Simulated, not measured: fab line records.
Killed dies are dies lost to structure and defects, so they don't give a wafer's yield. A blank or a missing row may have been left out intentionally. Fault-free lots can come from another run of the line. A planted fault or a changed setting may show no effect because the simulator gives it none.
Code-filled problem report in 8D (eight disciplines) form    flow gf180mcu    the parts of the form that need people (team, actions taken, sign-off) are left out

## 1. WHAT WENT WRONG
Mean HV_LDD_2_TW at GF_HV_LDD_TW_MEAS_23: 1002 over 3 wafers in 3 lots; fault-free wafers: 1066, standard deviation 4.8. Measured from the usual mean, that is -13 standard deviations.
Seen first at day 12 18:49 on film-metro-03, wafer L761.5. At this step, 42 wafers from 15 lots have a number in the record. Rule for "out" (also "out of limits"): further than 4 standard deviations from the usual mean. All remaining wafers that have a number are taken as sound.

## 2. WHAT IT IS; WHAT IT IS NOT
question                     is                            is not
which readings at this step  HV_LDD_2_TW                   -
which lots                   L761, L762, L767              L755, L756, L757, L758, L768, L770, L771, L774, L775, L776, L777, L778
which wafers of those lots   L761.5, L762.5, L767.5        L761.1, L762.4, L767.4
read on which gauges         film-metro-02, film-metro-03  film-metro-04
when                         from day 12 18:49             up to then (13 sound wafers); but 26 sound wafers of L762, L767, L768, L770, L771, L774, L775, L776, L777, L778 came after

## 3. WHAT RULES OUT EACH SUSPECT
Counting: if a tool at a process step up to the reading ran every lot that is out, it stays a suspect. Sound lots after the first of them don't rule it out here, since some wafers of a struck lot are sound.
- the gauge at GF_HV_LDD_TW_MEAS_23 has been ruled out. 2 gauges (film-metro-02, film-metro-03) read the wafers that are out.
- implanter-01 at GF_HV_LDD_IMPLANT_21: kept. Every lot that is out went through it, the first being L761 (day 12 18:34); the last sound lot it ran before that was L758 (day 11 15:07). Its own readings are out on those wafers: beam-on-s, faraday-current-uA.
Left after counting: implanter-01 at GF_HV_LDD_IMPLANT_21.

## 4. THE CAUSE (what the simulator had put in)
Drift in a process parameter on implanter-01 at GF_HV_LDD_IMPLANT_21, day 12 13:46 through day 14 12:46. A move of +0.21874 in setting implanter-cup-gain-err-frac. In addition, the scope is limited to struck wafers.
This tool alone remained once counting was done.

## 5. SEQUENCE OF EFFECTS, ordered by route
Rows list readings where the struck wafers' mean (over those with a number) sits beyond 3 standard deviations from the usual. Readings are gone through only where the record gives a usual standard deviation; hours: the median, over the lots, of the time from a lot's start at the first step in this table giving one to that lot's start at this step; sigmas: the change measured in usual standard deviations.
hours  step                  reading             usual    on struck wafers  change  sigmas
0      GF_HV_LDD_IMPLANT_21  beam-on-s           10.00 s  8.21              -1.79   -9.0
0      GF_HV_LDD_IMPLANT_21  faraday-current-uA  282      344               +62     +11
0      GF_HV_LDD_TW_MEAS_23  HV_LDD_2_TW         1066     1002              -64     -13
The process steps in it:
- GF_HV_LDD_IMPLANT_21
At these later measuring or inspecting steps, every struck wafer for which the step has a row has a number for every such reading, and none has moved that far: GF_HV_LDD_THK_MEAS_57, GF_PSD_CD_MEAS_07.

## 6. WHAT WOULD HAVE CAUGHT IT SOONER
Counted from the fault's start at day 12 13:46, it took 5 hours until the first out-of-limits reading at a measuring or inspecting step in this record, taken at day 12 18:49.
The tool's own readings at GF_HV_LDD_IMPLANT_21 were out on every struck wafer that the step has a row for (beam-on-s, faraday-current-uA): an alarm limit on them would have fired on the first of those.
Of the lots that are out (3), L762, L767 began GF_HV_LDD_IMPLANT_21 on implanter-01 after day 12 18:49. A hold on the tool at that time would have spared those 2.
